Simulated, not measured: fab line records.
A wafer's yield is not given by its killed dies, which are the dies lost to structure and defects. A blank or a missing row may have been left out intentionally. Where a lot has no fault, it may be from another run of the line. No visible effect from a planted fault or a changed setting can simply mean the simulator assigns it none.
Chamber matching / flow gf180mcu / 4 sister chambers for GF_POLY_GATE_ETCH_12 on rie_diel-04
The step etches BARC in N2/H2. 14 wafers are shown with their chamber, then 7 later ones without.

== WAFERS WITH THEIR CHAMBER ==
wafer=L665.1; chamber=0; throttle_valve_pct (%)=13.216; oes_product_au (a.u.)=0.745
wafer=L665.3; chamber=2; throttle_valve_pct (%)=13.213; oes_product_au (a.u.)=0.743
wafer=L665.5; chamber=1; throttle_valve_pct (%)=13.227; oes_product_au (a.u.)=0.745
wafer=L666.1; chamber=0; throttle_valve_pct (%)=13.200; oes_product_au (a.u.)=0.743
wafer=L666.2; chamber=1; throttle_valve_pct (%)=13.220; oes_product_au (a.u.)=0.742
wafer=L666.3; chamber=3; throttle_valve_pct (%)=13.200; oes_product_au (a.u.)=0.741
wafer=L677.2; chamber=3; throttle_valve_pct (%)=13.216; oes_product_au (a.u.)=0.733
wafer=L677.4; chamber=0; throttle_valve_pct (%)=13.219; oes_product_au (a.u.)=0.729
wafer=L677.6; chamber=1; throttle_valve_pct (%)=13.228; oes_product_au (a.u.)=0.738
wafer=L678.1; chamber=2; throttle_valve_pct (%)=13.226; oes_product_au (a.u.)=0.727
wafer=L678.2; chamber=1; throttle_valve_pct (%)=13.230; oes_product_au (a.u.)=0.731
wafer=L678.4; chamber=0; throttle_valve_pct (%)=13.206; oes_product_au (a.u.)=0.726
wafer=L680.3; chamber=0; throttle_valve_pct (%)=13.216; oes_product_au (a.u.)=0.723
wafer=L680.4; chamber=3; throttle_valve_pct (%)=13.202; oes_product_au (a.u.)=0.739

SIGNATURES (averages over the wafers above)
reading=throttle_valve_pct; chamber 0=13.21140; chamber 1=13.22625; chamber 2=13.21950; chamber 3=13.20600; scatter within a chamber=0.00743
reading=oes_product_au; chamber 0=0.73320; chamber 1=0.73900; chamber 2=0.73500; chamber 3=0.73767; scatter within a chamber=0.00826
Rule: distance of a wafer from a chamber = root of the sum over the readings of ((wafer's reading minus chamber's mean) / reading's scatter) squared. If the next closest chamber is less than 2 further off than the closest, the wafer can't be placed; otherwise it belongs to the closest. The scatter: the root of (the sum of the squares of (reading less its chamber's mean) over the shown wafers, divided by (wafers less chambers)).

== WAFERS WITH NO CHAMBER GIVEN ==
wafer=L680.6; throttle_valve_pct (%)=13.208; oes_product_au (a.u.)=0.742
wafer=L683.1; throttle_valve_pct (%)=13.209; oes_product_au (a.u.)=0.746
wafer=L683.2; throttle_valve_pct (%)=13.210; oes_product_au (a.u.)=0.736
wafer=L683.3; throttle_valve_pct (%)=13.199; oes_product_au (a.u.)=0.736
wafer=L688.1; throttle_valve_pct (%)=13.217; oes_product_au (a.u.)=0.733
wafer=L688.5; throttle_valve_pct (%)=13.217; oes_product_au (a.u.)=0.736
wafer=L688.6; throttle_valve_pct (%)=13.227; oes_product_au (a.u.)=0.738

== WHICH CHAMBER EACH WENT THROUGH ==
wafer=L680.6; from the rows above=can't be placed: 3 or 0 or 2 or 1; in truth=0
wafer=L683.1; from the rows above=can't be placed: 3 or 0 or 2 or 1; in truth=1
wafer=L683.2; from the rows above=can't be placed: 0 or 3 or 2 or 1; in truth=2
wafer=L683.3; from the rows above=can't be placed: 3 or 0 or 2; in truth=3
wafer=L688.1; from the rows above=can't be placed: 2 or 0 or 1 or 3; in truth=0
wafer=L688.5; from the rows above=can't be placed: 2 or 0 or 1 or 3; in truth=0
wafer=L688.6; from the rows above=can't be placed: 1 or 2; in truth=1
Placed correctly: 0 of 7. Cannot be placed on the basis of these rows: 7; the candidates contain the true chamber in 7. Placed wrongly: 0.
